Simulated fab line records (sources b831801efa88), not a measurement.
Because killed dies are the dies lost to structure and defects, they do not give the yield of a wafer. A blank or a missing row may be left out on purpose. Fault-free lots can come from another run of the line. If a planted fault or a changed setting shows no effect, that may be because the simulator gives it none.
What tool caused it? :: flow gf180mcu :: 21 wafers from 7 lots sampled at 2 of the route's 602 steps

== WHAT THE GAUGES SHOWED, per wafer ==
GF_SAB_THK_MEAS_01.
lot: L856
measured: day 15 04:42
on: film metro-01
SAB_CVD_00_THK (nm): 49.2 50.1 49.8

lot: L860
measured: day 16 03:44
on: film metro-01
SAB_CVD_00_THK (nm): 49.4 49.9 50.5

lot: L862
measured: day 16 22:31
on: film metro-04
SAB_CVD_00_THK (nm): 96.0 97.3 96.6

lot: L869
measured: day 19 01:10
on: film metro-04
SAB_CVD_00_THK (nm): 49.7 50.5 50.7

lot: L873
measured: day 20 14:55
on: film metro-04
SAB_CVD_00_THK (nm): 49.0 50.2 50.0

lot: L876
measured: day 21 19:02
on: film metro-01
SAB_CVD_00_THK (nm): 50.1 50.3 50.4

lot: L878
measured: day 22 03:35
on: film metro-04
SAB_CVD_00_THK (nm): 49.7 50.3 50.4

== WHAT TOOL EACH LOT RAN ON (gives the tool, then ch and the chambers of the sampled wafers, and finally the start) ==
lot: L856
GF_SAB_CVD_00: pecvd-03 ch 1,2, day 15 04:41

lot: L860
GF_SAB_CVD_00: pecvd-01 ch 0,1,2, day 16 03:43

lot: L862
GF_SAB_CVD_00: pecvd-01 ch 0,1, day 16 22:29

lot: L869
GF_SAB_CVD_00: pecvd-03 ch 0,1, day 19 01:08

lot: L873
GF_SAB_CVD_00: pecvd-04 ch 1,2, day 20 14:53

lot: L876
GF_SAB_CVD_00: pecvd-03 ch 0,2, day 21 19:01

lot: L878
GF_SAB_CVD_00: pecvd-03 ch 1,2, day 22 03:34
- GF_SAB_CVD_00: deposits SiO2 from TEOS, target thk 50 nm, time 4.9302 s.

== THE ANSWER, worked out from the rows above alone ==
Rule: what is usual is taken from the lots themselves. Put in order of their means at a reading, lots are off if they are a third of the lots or fewer, leave a main group of 4 or more, and stand apart from it by a gap of 3 or more times the standard deviation of the main group's means; of several such gaps the widest counts. The tables above print the reading to a certain number of digits; a main group whose means all agree to those digits is not used. Also off: a lot with no number at a reading for which 4 or more lots have one. All remaining lots with rows at the step are treated as sound.
Off: L862, seen at GF_SAB_THK_MEAS_01 (SAB_CVD_00_THK). Main group: mean 50.0 nm, sd 0.24.
A tool fits if, at a process step before that reading, it ran every lot that is off, and no sound lot after the first of them. Those tools and the gauges at GF_SAB_THK_MEAS_01 are tried in the same way. One fits: pecvd-01 at GF_SAB_CVD_00. A fault onset in the window from L860 (day 16 03:43, its last sound lot) to L862 (day 16 22:29, its first lot off) fits.

== WHAT WAS PUT IN BY THE SIMULATOR ==
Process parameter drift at GF_SAB_CVD_00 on pecvd-01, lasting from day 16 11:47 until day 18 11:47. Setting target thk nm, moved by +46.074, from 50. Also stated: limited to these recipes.
Shown lots that were struck: L862. The rule given above showed the same thing.
